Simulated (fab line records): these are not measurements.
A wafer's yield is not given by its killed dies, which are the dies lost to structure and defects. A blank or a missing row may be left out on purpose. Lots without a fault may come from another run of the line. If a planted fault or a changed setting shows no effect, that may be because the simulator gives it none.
Which tool was responsible? / flow gf180mcu / 72 wafers from 24 lots sampled at 2 of the route's 602 steps

== WHAT THE GAUGES READ, wafer by wafer ==
GF_CONTACT_RS_MEAS_25: the measuring method here is four-point-probe.
lot=L074; measured=day 16 02:02; on=filmMetro-03; CONTACT_W_RS (ohm/sq)=0.386 0.383 0.384
lot=L075; measured=day 16 07:55; on=filmMetro-02; CONTACT_W_RS (ohm/sq)=0.385 0.383 0.382
lot=L076; measured=day 16 17:22; on=filmMetro-04; CONTACT_W_RS (ohm/sq)=0.386 0.384 0.383
lot=L077; measured=day 17 06:19; on=filmMetro-04; CONTACT_W_RS (ohm/sq)=0.392 0.387 0.392
lot=L078; measured=day 17 19:31; on=filmMetro-04; CONTACT_W_RS (ohm/sq)=0.380 0.388 0.386
lot=L079; measured=day 17 23:24; on=filmMetro-02; CONTACT_W_RS (ohm/sq)=0.377 0.378 0.375
lot=L080; measured=day 18 10:04; on=filmMetro-03; CONTACT_W_RS (ohm/sq)=0.385 0.387 0.389
lot=L081; measured=day 19 00:07; on=filmMetro-02; CONTACT_W_RS (ohm/sq)=0.381 0.384 0.386
lot=L082; measured=day 19 03:12; on=filmMetro-04; CONTACT_W_RS (ohm/sq)=0.381 0.382 0.383
lot=L083; measured=day 19 08:51; on=filmMetro-04; CONTACT_W_RS (ohm/sq)=0.382 0.386 0.383
lot=L084; measured=day 19 19:01; on=filmMetro-02; CONTACT_W_RS (ohm/sq)=0.382 0.382 0.381
lot=L085; measured=day 20 06:40; on=filmMetro-04; CONTACT_W_RS (ohm/sq)=0.382 0.385 0.384
lot=L086; measured=day 20 13:04; on=filmMetro-04; CONTACT_W_RS (ohm/sq)=0.382 0.382 0.387
lot=L087; measured=day 20 20:43; on=filmMetro-04; CONTACT_W_RS (ohm/sq)=0.381 0.374 0.382
lot=L088; measured=day 21 04:06; on=filmMetro-02; CONTACT_W_RS (ohm/sq)=0.382 0.380 0.381
lot=L089; measured=day 21 18:52; on=filmMetro-04; CONTACT_W_RS (ohm/sq)=0.377 0.374 0.377
lot=L090; measured=day 21 23:52; on=filmMetro-02; CONTACT_W_RS (ohm/sq)=0.394 0.382 0.390
lot=L091; measured=day 22 09:07; on=filmMetro-02; CONTACT_W_RS (ohm/sq)=0.388 0.389 0.389
lot=L092; measured=day 22 17:42; on=filmMetro-04; CONTACT_W_RS (ohm/sq)=0.376 0.380 0.377
lot=L093; measured=day 22 21:51; on=filmMetro-02; CONTACT_W_RS (ohm/sq)=0.377 0.377 0.378
lot=L094; measured=day 23 09:34; on=filmMetro-04; CONTACT_W_RS (ohm/sq)=0.392 0.389 0.391
lot=L095; measured=day 23 19:04; on=filmMetro-03; CONTACT_W_RS (ohm/sq)=0.382 0.385 0.388
lot=L096; measured=day 24 00:57; on=filmMetro-02; CONTACT_W_RS (ohm/sq)=0.379 0.383 0.379
lot=L097; measured=day 24 11:23; on=filmMetro-02; CONTACT_W_RS (ohm/sq)=0.390 0.391 0.383

== WHICH TOOL RAN EACH LOT (tool, then ch and the chambers of the sampled wafers, then the start) ==
lot=L074; GF_CONTACT_ETCH_17=rieDiel-04 ch 0,1,3, day 16 02:02 or earlier
lot=L075; GF_CONTACT_ETCH_17=rieDiel-02 ch 0,2, day 16 07:55 or earlier
lot=L076; GF_CONTACT_ETCH_17=rieDiel-04 ch 0,2, day 16 17:22 or earlier
lot=L077; GF_CONTACT_ETCH_17=rieDiel-01 ch 0,1,3, day 17 06:19 or earlier
lot=L078; GF_CONTACT_ETCH_17=rieDiel-01 ch 0,2,3, day 17 19:31 or earlier
lot=L079; GF_CONTACT_ETCH_17=rieDiel-01 ch 0,1,2, day 17 23:24 or earlier
lot=L080; GF_CONTACT_ETCH_17=rieDiel-04 ch 1,2, day 18 10:04 or earlier
lot=L081; GF_CONTACT_ETCH_17=rieDiel-02 ch 0,1,2, day 19 00:07 or earlier
lot=L082; GF_CONTACT_ETCH_17=rieDiel-01 ch 0,1,3, day 19 03:12 or earlier
lot=L083; GF_CONTACT_ETCH_17=rieDiel-01 ch 2,3, day 19 08:51 or earlier
lot=L084; GF_CONTACT_ETCH_17=rieDiel-01 ch 2,3, day 19 19:01 or earlier
lot=L085; GF_CONTACT_ETCH_17=rieDiel-02 ch 1,2,3, day 20 06:40 or earlier
lot=L086; GF_CONTACT_ETCH_17=rieDiel-04 ch 2,3, day 20 13:04 or earlier
lot=L087; GF_CONTACT_ETCH_17=rieDiel-02 ch 2,3, day 20 20:43 or earlier
lot=L088; GF_CONTACT_ETCH_17=rieDiel-01 ch 1,2,3, day 21 04:06 or earlier
lot=L089; GF_CONTACT_ETCH_17=rieDiel-02 ch 0,2,3, day 21 18:52 or earlier
lot=L090; GF_CONTACT_ETCH_17=rieDiel-04 ch 2,3, day 21 23:52 or earlier
lot=L091; GF_CONTACT_ETCH_17=rieDiel-02 ch 1,3, day 22 09:07 or earlier
lot=L092; GF_CONTACT_ETCH_17=rieDiel-02 ch 0,2,3, day 22 17:42 or earlier
lot=L093; GF_CONTACT_ETCH_17=rieDiel-01 ch 0,2,3, day 22 21:51 or earlier
lot=L094; GF_CONTACT_ETCH_17=rieDiel-04 ch 0,1,2, day 23 09:34 or earlier
lot=L095; GF_CONTACT_ETCH_17=rieDiel-04 ch 1,2, day 23 19:04 or earlier
lot=L096; GF_CONTACT_ETCH_17=rieDiel-01 ch 0,1,3, day 24 00:57 or earlier
lot=L097; GF_CONTACT_ETCH_17=rieDiel-02 ch 0,2,3, day 24 11:23 or earlier
- GF_CONTACT_ETCH_17: etches SiO2 in C4F8/O2/Ar, stops on CoSi2, target depth 860 nm.

== WHAT THE TOOLS THEMSELVES READ (means of the sampled wafers that have a number; where no wafer has one, the mark that the record gives instead) ==
GF_CONTACT_ETCH_17.
lot=L074; tool=rieDiel-04; oesProductAu (a.u.)=0.813
lot=L075; tool=rieDiel-02; oesProductAu (a.u.)=0.812
lot=L076; tool=rieDiel-04; oesProductAu (a.u.)=0.811
lot=L077; tool=rieDiel-01; oesProductAu (a.u.)=0.814
lot=L078; tool=rieDiel-01; oesProductAu (a.u.)=0.817
lot=L079; tool=rieDiel-01; oesProductAu (a.u.)=0.820
lot=L080; tool=rieDiel-04; oesProductAu (a.u.)=0.816
lot=L081; tool=rieDiel-02; oesProductAu (a.u.)=0.812
lot=L082; tool=rieDiel-01; oesProductAu (a.u.)=0.811
lot=L083; tool=rieDiel-01; oesProductAu (a.u.)=0.812
lot=L084; tool=rieDiel-01; oesProductAu (a.u.)=0.819
lot=L085; tool=rieDiel-02; oesProductAu (a.u.)=0.814
lot=L086; tool=rieDiel-04; oesProductAu (a.u.)=0.816
lot=L087; tool=rieDiel-02; oesProductAu (a.u.)=0.817
lot=L088; tool=rieDiel-01; oesProductAu (a.u.)=0.810
lot=L089; tool=rieDiel-02; oesProductAu (a.u.)=0.808
lot=L090; tool=rieDiel-04; oesProductAu (a.u.)=0.811
lot=L091; tool=rieDiel-02; oesProductAu (a.u.)=0.812
lot=L092; tool=rieDiel-02; oesProductAu (a.u.)=0.818
lot=L093; tool=rieDiel-01; oesProductAu (a.u.)=0.813
lot=L094; tool=rieDiel-04; oesProductAu (a.u.)=0.816
lot=L095; tool=rieDiel-04; oesProductAu (a.u.)=0.811
lot=L096; tool=rieDiel-01; oesProductAu (a.u.)=0.817
lot=L097; tool=rieDiel-02; oesProductAu (a.u.)=0.810

== THE ANSWER, worked out from the rows above alone ==
Rule: the lots themselves supply what counts as usual. The widest of any qualifying gaps counts: lots, ordered by their means at a reading, are off when they make up no more than a third of the lots, leave a main group of 4 or more, and stand apart from it by 3 or more times the standard deviation of that group's means. Not used: any main group whose means are identical at the precision the tables above print for the reading. A lot without any number at a reading at which 4 lots or more have one is off too. All remaining lots with rows at the step are treated as sound. First the gauges in route order, then the tools' own readings, where a lot's mean is used as printed above. The first step at which some lot is off is used, and at that step the reading that is off furthest; a lot without a number counts as furthest.
None of the lots is off at any reading shown; this tells nothing.

== WHAT THE SIMULATOR HAD PUT IN ==
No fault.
